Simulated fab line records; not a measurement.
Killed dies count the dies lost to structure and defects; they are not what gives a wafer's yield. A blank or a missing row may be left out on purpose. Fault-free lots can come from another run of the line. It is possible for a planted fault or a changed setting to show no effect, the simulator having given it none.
What tool caused it?	flow sky130	24 lots with 72 wafers sampled at 6 steps, on a route of 708 steps

WHAT EACH GAUGE READ, for each wafer
SKY_NWELL_THK_MEAS_02. Usual: NWELL_OXIDATION_THK 9.98 nm, standard deviation 0.18.
lot	measured	on	NWELL_OXIDATION_THK (nm)	flag
L074	day 2 14:56	film-metro-02	10.06 10.13 10.02	
L075	day 2 17:43	film-metro-03	10.01 9.84 9.82	
L076	day 3 01:59	film-metro-01	10.13 10.12 10.02	
L077	day 3 05:04	film-metro-03	9.86 9.71 9.76	
L078	day 3 10:44	film-metro-02	10.05 10.13 10.15	
L079	day 3 16:26	film-metro-03	10.06 10.10 10.09	
L080	day 3 20:28	film-metro-02	9.65 9.65 9.62	
L081	day 4 02:44	film-metro-03	10.04 10.00 9.92	
L082	day 4 10:38	film-metro-01	10.08 9.90 10.09	
L083	day 4 21:37	film-metro-02	9.99 9.88 9.86	
L084	day 4 23:01	film-metro-01	10.20 10.25 10.26	
L085	day 4 21:37	film-metro-01	10.27 10.16 10.11	
L086	day 5 01:45	film-metro-02	10.04 9.94 9.95	
L087	day 5 11:23	film-metro-02	10.11 10.11 10.04	
L088	day 5 16:55	film-metro-03	9.92 9.93 10.01	
L089	day 5 18:35	film-metro-02	9.58 9.64 9.69	
L090	day 6 00:27	film-metro-03	9.87 9.96 9.88	
L091	day 6 10:25	film-metro-02	10.24 10.03 10.16	
L092	day 6 11:52	film-metro-02	10.02 10.30 10.03	
L093	day 6 15:55	film-metro-01	9.67 9.83 9.93	
L094	day 6 21:30	film-metro-03	10.13 10.17 10.16	
L095	day 7 02:54	film-metro-01	10.11 9.85 10.11	
L096	day 7 09:44	film-metro-01	10.15 10.06 9.86	
L097	day 7 14:47	film-metro-01	9.91 9.73 9.87	

SKY_GATE_OXIDE_OVL_MEAS_10. Usual: GATE_OXIDE_OVL -1.0 nm, standard deviation 1.4.
lot	measured	on	GATE_OXIDE_OVL (nm)	flag
L074	day 13 17:18	overlay-02	-1.5 -2.7 0.3	
L075	day 14 03:35	overlay-01	-0.6 -0.2 1.1	
L076	day 14 17:02	overlay-01	-1.3 -0.4 -1.2	
L077	day 14 19:32	overlay-02	-1.5 0.2 -1.7	
L078	day 15 05:37	overlay-01	-0.2 -0.3 -1.5	
L079	day 15 12:35	overlay-02	-2.8 -3.0 -2.3	
L080	day 15 15:57	overlay-01	-0.2 -0.2 -1.3	
L081	day 16 07:17	overlay-01	-2.1 -2.9 -0.7	
L082	day 16 19:33	overlay-02	-4.2 -1.6 -2.2	
L083	day 17 12:04	overlay-01	-2.0 -3.7 -3.1	
L084	day 17 18:33	overlay-02	-0.2 -0.5 -0.5	
L085	day 17 15:24	overlay-02	2.0 0.9 0.4	
L086	day 17 18:52	overlay-02	0.0 1.7 -0.4	
L087	day 18 12:56	overlay-02	0.1 -1.3 1.0	
L088	day 18 22:31	overlay-02	1.2 0.8 -1.4	
L089	day 19 14:49	overlay-01	1.5 1.9 -0.4	
L090	day 19 16:25	overlay-01	0.6 0.6 0.3	
L091	day 20 05:16	overlay-01	-1.0 -1.5 -1.9	
L092	day 20 08:22	overlay-02	-2.6 -2.1 -0.5	
L093	day 20 10:40	overlay-01	-2.2 -0.6 -0.8	
L094	day 20 20:09	overlay-01	-0.8 -4.0 0.0	
L095	day 20 23:41	overlay-02	-0.5 -0.5 -0.2	
L096	day 21 14:42	overlay-01	-1.2 -1.0 -0.6	
L097	day 22 01:01	overlay-01	-0.3 -1.3 -3.3	

SKY_LDD_N_TW_MEAS_17. Usual: LDD_N_TW 2576, standard deviation 14.
lot	measured	on	LDD_N_TW	flag
L074	day 17 14:49	film-metro-04	2579 2570 2577	
L075	day 17 22:42	film-metro-02	2584 2576 2582	
L076	day 18 15:11	film-metro-01	2598 2601 2593	
L077	day 18 19:40	film-metro-02	2578 2585 2598	
L078	day 19 20:41	film-metro-01	2589 2580 2585	
L079	day 19 20:45	film-metro-02	2556 2570 2567	
L080	day 20 04:12	film-metro-01	2614 2616 2617	
L081	day 20 12:49	film-metro-04	2590 2567 2575	
L082	day 20 22:58	film-metro-02	2579 2571 2564	
L083	day 21 17:17	film-metro-02	2547 2565 2558	
L084	day 21 23:34	film-metro-02	2557 2572 2559	
L085	day 21 20:46	film-metro-04	2576 2576 2589	
L086	day 22 02:44	film-metro-04	2571 2574 2557	
L087	day 22 17:19	film-metro-04	2561 2565 2565	
L088	day 23 03:23	film-metro-02	2568 2564 2563	
L089	day 23 17:03	film-metro-01	2580 2588 2575	
L090	day 23 20:20	film-metro-04	2573 2582 2588	
L091	day 24 06:55	film-metro-04	2560 2580 2581	
L092	day 24 11:49	film-metro-04	2578 2572 2574	
L093	day 24 16:19	film-metro-04	2572 2578 2578	
L094	day 24 22:10	film-metro-02	2561 2559 2561	
L095	day 25 01:30	film-metro-02	2547 2559 2553	
L096	day 25 16:16	film-metro-04	2585 2565 2569	
L097	day 26 07:44	film-metro-01	2594 2593 2582	

EACH LOT AND THE TOOL THAT RAN IT (in order: tool; ch and the chambers of the sampled wafers; start)
lot	SKY_FIELD_ISO_ETCH_14	SKY_RES_PROTECT_STRIP_07	SKY_POLY_GATE_ETCH_16
L074	rie-diel-04 ch 0,1,2, day 2 04:55	plasma-asher-01 ch 0,1, day 15 00:17	rie-diel-02 ch 0,1,2, day 16 06:50
L075	rie-diel-01 ch 2,3, day 2 10:25	plasma-asher-04 ch 0,1, day 15 09:10	rie-diel-04 ch 0,3, day 16 14:49
L076	rie-diel-03 ch 1,2, day 2 16:47	plasma-asher-04 ch 0,1, day 15 23:58	rie-diel-02 ch 0,1, day 17 05:20
L077	rie-diel-04 ch 0,1, day 2 20:21	plasma-asher-04 ch 0,1, day 16 02:16	rie-diel-02 ch 0,3, day 17 08:31
L078	rie-diel-03 ch 0,2,3, day 3 03:05	plasma-asher-03 ch 0,1, day 16 13:37	rie-diel-03 ch 0,1,2, day 18 10:13
L079	rie-diel-04 ch 1,2, day 3 09:13	plasma-asher-01 ch 0,1, day 16 20:04	rie-diel-02 ch 2,3, day 18 09:44
L080	rie-diel-04 ch 0,1,2, day 3 13:34	plasma-asher-04 ch 0,1, day 17 03:21	rie-diel-03 ch 0,2,3, day 18 16:58
L081	rie-diel-03 ch 0,1,3, day 3 18:44	plasma-asher-01 ch 0,1, day 17 17:16	rie-diel-04 ch 0,1,3, day 19 02:23
L082	rie-diel-01 ch 2,3, day 3 21:56	plasma-asher-03 ch 0,1, day 18 03:18	rie-diel-04 ch 0,1,3, day 19 11:55
L083	rie-diel-01 ch 0,2,3, day 4 03:37	plasma-asher-04 ch 0,1, day 18 22:29	rie-diel-02 ch 1,2,3, day 20 07:01
L084	rie-diel-03 ch 0,2, day 4 08:02	plasma-asher-03 ch 0,1, day 19 03:33	rie-diel-04 ch 0,1,2, day 20 13:07
L085	rie-diel-03 ch 0,1,3, day 4 12:49	plasma-asher-03 ch 0,1, day 19 01:02	rie-diel-04 ch 0,1,3, day 20 10:11
L086	rie-diel-01 ch 0,2,3, day 4 17:40	plasma-asher-01 ch 0,1, day 19 05:14	rie-diel-03 ch 1,3, day 20 15:41
L087	rie-diel-01 ch 1,3, day 5 02:58	plasma-asher-04 ch 1, day 20 00:26	rie-diel-02 ch 0,2,3, day 21 08:19
L088	rie-diel-03 ch 0,3, day 5 10:12	plasma-asher-04 ch 0,1, day 20 09:57	rie-diel-03 ch 1,2, day 21 18:23
L089	rie-diel-04 ch 0,1,3, day 5 12:04	plasma-asher-04 ch 0,1, day 21 00:42	rie-diel-02 ch 0,1,3, day 22 08:22
L090	rie-diel-04 ch 0,3, day 5 16:17	plasma-asher-04 ch 0,1, day 21 02:40	rie-diel-04 ch 0,1, day 22 10:52
L091	rie-diel-04 ch 0,1,2, day 6 00:25	plasma-asher-03 ch 0, day 21 14:37	rie-diel-02 ch 0,3, day 22 22:43
L092	rie-diel-01 ch 0,2,3, day 6 02:25	plasma-asher-04 ch 0,1, day 21 19:00	rie-diel-02 ch 1,2, day 23 04:13
L093	rie-diel-04 ch 0,2, day 6 07:53	plasma-asher-04 ch 0,1, day 21 22:05	rie-diel-02 ch 0,1,2, day 23 07:28
L094	rie-diel-04 ch 0,1, day 6 11:35	plasma-asher-01 ch 0,1, day 22 06:01	rie-diel-02 ch 1,2, day 23 14:10
L095	rie-diel-03 ch 0,2,3, day 6 17:26	plasma-asher-04 ch 0,1, day 22 09:42	rie-diel-02 ch 0,2,3, day 23 17:40
L096	rie-diel-01 ch 0,3, day 7 02:06	plasma-asher-04 ch 0,1, day 22 23:55	rie-diel-03 ch 0,1,3, day 24 08:10
L097	rie-diel-03 ch 2,3, day 7 06:34	plasma-asher-03 ch 0,1, day 23 11:28	rie-diel-03 ch 0,2,3, day 24 20:40
- SKY_FIELD_ISO_ETCH_14: etches BARC in N2/H2, stops on SiO2, time 45.9 s, target depth 60 nm.
- SKY_RES_PROTECT_STRIP_07: strips in O2/N2.
- SKY_POLY_GATE_ETCH_16: etches Si3N4 in CH3F/O2, stops on poly-Si, time 147.5 s, target depth 75 nm.

AS READ BY THE TOOLS THEMSELVES (means over the sampled wafers that have a number; for cases with no such wafer, the mark the record gives instead)
SKY_FIELD_ISO_ETCH_14. Usual: drypump-motor-current-A 5.8 A, standard deviation 0.52; oes-product-au 0.854 a.u., standard deviation 0.0053; throttle-valve-pct 13.223 %, standard deviation 0.0091.
lot	tool	drypump-motor-current-A (A)	oes-product-au (a.u.)	throttle-valve-pct (%)	flag
L074	rie-diel-04	6.0	0.855	13.225	
L075	rie-diel-01	5.5	0.859	13.220	
L076	rie-diel-03	6.3	0.853	13.227	
L077	rie-diel-04	6.3	0.857	13.228	
L078	rie-diel-03	5.7	0.857	13.224	
L079	rie-diel-04	5.7	0.850	13.220	
L080	rie-diel-04	6.0	0.855	13.221	
L081	rie-diel-03	5.8	0.852	13.223	
L082	rie-diel-01	5.5	0.856	13.219	
L083	rie-diel-01	5.4	0.853	13.227	
L084	rie-diel-03	5.9	0.854	13.224	
L085	rie-diel-03	5.8	0.854	13.217	
L086	rie-diel-01	5.5	0.850	13.219	
L087	rie-diel-01	5.5	0.854	13.223	
L088	rie-diel-03	5.3	0.855	13.227	
L089	rie-diel-04	6.0	0.860	13.209	
L090	rie-diel-04	6.3	0.854	13.217	
L091	rie-diel-04	6.0	0.852	13.233	
L092	rie-diel-01	5.4	0.857	13.232	
L093	rie-diel-04	6.0	0.853	13.218	
L094	rie-diel-04	6.3	0.856	13.224	
L095	rie-diel-03	5.7	0.850	13.222	
L096	rie-diel-01	5.7	0.855	13.228	
L097	rie-diel-03	6.1	0.853	13.230	

SKY_RES_PROTECT_STRIP_07. Usual: drypump-motor-current-A 6.0 A, standard deviation 0.52; oes-product-au 0.516 a.u., standard deviation 0.0043; strip-time-to-endpoint-s 23.49 s, standard deviation 0.044.
lot	tool	drypump-motor-current-A (A)	oes-product-au (a.u.)	strip-time-to-endpoint-s (s)	flag
L074	plasma-asher-01	5.8	0.514	23.46	
L075	plasma-asher-04	6.3	0.513	23.49	
L076	plasma-asher-04	6.3	0.514	23.52	
L077	plasma-asher-04	6.4	0.517	23.50	
L078	plasma-asher-03	5.7	0.520	23.41	
L079	plasma-asher-01	5.3	0.515	23.47	
L080	plasma-asher-04	6.3	0.517	23.51	
L081	plasma-asher-01	5.3	0.518	23.47	
L082	plasma-asher-03	5.6	0.516	23.40	
L083	plasma-asher-04	6.3	0.516	23.52	
L084	plasma-asher-03	5.6	0.517	23.55	
L085	plasma-asher-03	5.6	0.517	23.50	
L086	plasma-asher-01	5.3	0.513	23.53	
L087	plasma-asher-04	6.2	0.517	23.48	
L088	plasma-asher-04	6.3	0.516	23.43	
L089	plasma-asher-04	6.4	0.517	23.50	
L090	plasma-asher-04	6.3	0.519	23.48	
L091	plasma-asher-03	5.7	0.516	23.53	
L092	plasma-asher-04	6.3	0.518	23.50	
L093	plasma-asher-04	6.3	0.513	23.50	
L094	plasma-asher-01	5.7	0.513	23.55	
L095	plasma-asher-04	6.4	0.517	23.52	
L096	plasma-asher-04	6.4	0.518	23.49	
L097	plasma-asher-03	5.6	0.514	23.50	

SKY_POLY_GATE_ETCH_16. Usual: O2_flow_sccm 30.01 sccm, standard deviation 0.089; drypump-motor-current-A 5.8 A, standard deviation 0.43; oes-product-au 0.640 a.u., standard deviation 0.0053; throttle-valve-pct 10.536 %, standard deviation 0.0096.
lot	tool	O2_flow_sccm (sccm)	drypump-motor-current-A (A)	oes-product-au (a.u.)	throttle-valve-pct (%)	flag
L074	rie-diel-02	29.97	5.8	0.632	10.538	
L075	rie-diel-04	30.00	6.3	0.637	10.531	
L076	rie-diel-02	30.11	5.6	0.639	10.534	
L077	rie-diel-02	30.05	5.6	0.642	10.536	
L078	rie-diel-03	30.04	5.9	0.636	10.536	
L079	rie-diel-02	29.96	5.8	0.643	10.533	
L080	rie-diel-03	29.92	5.7	0.642	10.528	
L081	rie-diel-04	29.99	5.9	0.640	10.540	
L082	rie-diel-04	29.97	5.9	0.644	10.546	
L083	rie-diel-02	30.06	5.9	0.638	10.532	
L084	rie-diel-04	30.07	6.0	0.640	10.532	
L085	rie-diel-04	30.08	5.9	0.643	10.524	
L086	rie-diel-03	30.02	6.3	0.642	10.542	
L087	rie-diel-02	29.99	5.6	0.642	10.546	
L088	rie-diel-03	30.02	6.3	0.634	10.531	
L089	rie-diel-02	30.04	5.8	0.645	10.544	
L090	rie-diel-04	29.99	6.0	0.641	10.531	
L091	rie-diel-02	30.08	5.6	0.640	10.537	
L092	rie-diel-02	30.04	5.9	0.644	10.540	
L093	rie-diel-02	30.01	5.8	0.641	10.536	
L094	rie-diel-02	29.92	6.1	0.635	10.532	
L095	rie-diel-02	30.04	5.6	0.634	10.534	
L096	rie-diel-03	30.01	5.8	0.638	10.540	
L097	rie-diel-03	30.06	5.7	0.635	10.535	

THE ANSWER, worked out from the rows above alone
Rule: a lot is off if the mean of its wafers that have a number lies more than 3 standard deviations from the usual mean. Also off: a lot with no number at a reading for which 4 or more lots have one. Any other lot the step has rows for is counted as sound. After the gauges, taken in route order, come the tools' own readings; for these a lot's mean is taken, as printed above. At the first step where some lot is off, the reading lying furthest off is the one used; lots without a number count as furthest.
None of the lots is off at any reading shown; this tells nothing.

WHAT WAS PUT IN BY THE SIMULATOR
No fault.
